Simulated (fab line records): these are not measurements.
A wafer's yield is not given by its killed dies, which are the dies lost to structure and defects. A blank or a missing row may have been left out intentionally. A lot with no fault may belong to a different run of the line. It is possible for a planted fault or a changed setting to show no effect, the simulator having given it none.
Chamber matching :: flow sky130 :: 3 sister chambers for SKY_VIA1_HDPCVD_00 on hdpcvd-02
The step deposits SiO2, target thk 1030 nm, time 171.7 s. 14 wafers are shown with their chamber, then 6 later ones without.

## WAFERS PAIRED WITH THEIR CHAMBERS
wafer: L444.4
chamber: 1
run-length-s (s): 199.4
pressure-mtorr (mTorr): 6.001

wafer: L444.5
chamber: 2
run-length-s (s): 200.0
pressure-mtorr (mTorr): 5.996

wafer: L444.6
chamber: 0
run-length-s (s): 198.6
pressure-mtorr (mTorr): 6.000

wafer: L446.1
chamber: 2
run-length-s (s): 199.5
pressure-mtorr (mTorr): 6.020

wafer: L446.4
chamber: 0
run-length-s (s): 199.0
pressure-mtorr (mTorr): 6.012

wafer: L446.5
chamber: 2
run-length-s (s): 199.8
pressure-mtorr (mTorr): 6.035

wafer: L448.2
chamber: 0
run-length-s (s): 199.1
pressure-mtorr (mTorr): 6.002

wafer: L448.4
chamber: 1
run-length-s (s): 199.7
pressure-mtorr (mTorr): 5.977

wafer: L448.6
chamber: 2
run-length-s (s): 200.2
pressure-mtorr (mTorr): 5.999

wafer: L451.4
chamber: 2
run-length-s (s): 199.8
pressure-mtorr (mTorr): 6.007

wafer: L451.5
chamber: 0
run-length-s (s): 198.8
pressure-mtorr (mTorr): 6.015

wafer: L451.6
chamber: 1
run-length-s (s): 199.4
pressure-mtorr (mTorr): 5.993

wafer: L452.2
chamber: 1
run-length-s (s): 199.4
pressure-mtorr (mTorr): 5.983

wafer: L452.3
chamber: 2
run-length-s (s): 199.5
pressure-mtorr (mTorr): 6.006

SIGNATURES (averages over the wafers above)
reading: run-length-s
chamber 0: 198.875
chamber 1: 199.475
chamber 2: 199.800
scatter within a chamber: 0.233

reading: pressure-mtorr
chamber 0: 6.00725
chamber 1: 5.98850
chamber 2: 6.01050
scatter within a chamber: 0.0119
Rule: for each reading, subtract the chamber's mean from the wafer's reading, divide by that reading's scatter and square the result; add these up over the readings and take the root, which gives the wafer's distance from the chamber. If the next closest chamber is less than 2 further off than the closest, the wafer can't be placed; otherwise it belongs to the closest. How the scatter is found: for the shown wafers, subtract from each reading the mean of its chamber, square and add these, divide the total by (wafers less chambers), then take the root.

## WAFERS WITH NO CHAMBER GIVEN
wafer: L452.6
run-length-s (s): 199.4
pressure-mtorr (mTorr): 6.012

wafer: L453.3
run-length-s (s): 199.6
pressure-mtorr (mTorr): 6.003

wafer: L453.4
run-length-s (s): 199.7
pressure-mtorr (mTorr): 5.998

wafer: L453.5
run-length-s (s): 199.1
pressure-mtorr (mTorr): 6.025

wafer: L454.5
run-length-s (s): 199.5
pressure-mtorr (mTorr): 6.003

wafer: L459.6
run-length-s (s): 199.8
pressure-mtorr (mTorr): 5.998

## WHICH CHAMBER EACH WENT THROUGH
wafer: L452.6
from the rows above: can't be placed: 2 or 1 or 0
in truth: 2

wafer: L453.3
from the rows above: can't be placed: 2 or 1
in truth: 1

wafer: L453.4
from the rows above: can't be placed: 2 or 1
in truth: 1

wafer: L453.5
from the rows above: can't be placed: 0 or 2 or 1
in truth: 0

wafer: L454.5
from the rows above: can't be placed: 1 or 2 or 0
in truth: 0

wafer: L459.6
from the rows above: can't be placed: 2 or 1
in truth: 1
Correctly placed: 0 of 6. Cannot be placed on the basis of these rows: 6; the candidates contain the true chamber in 6. Wrongly placed: 0.
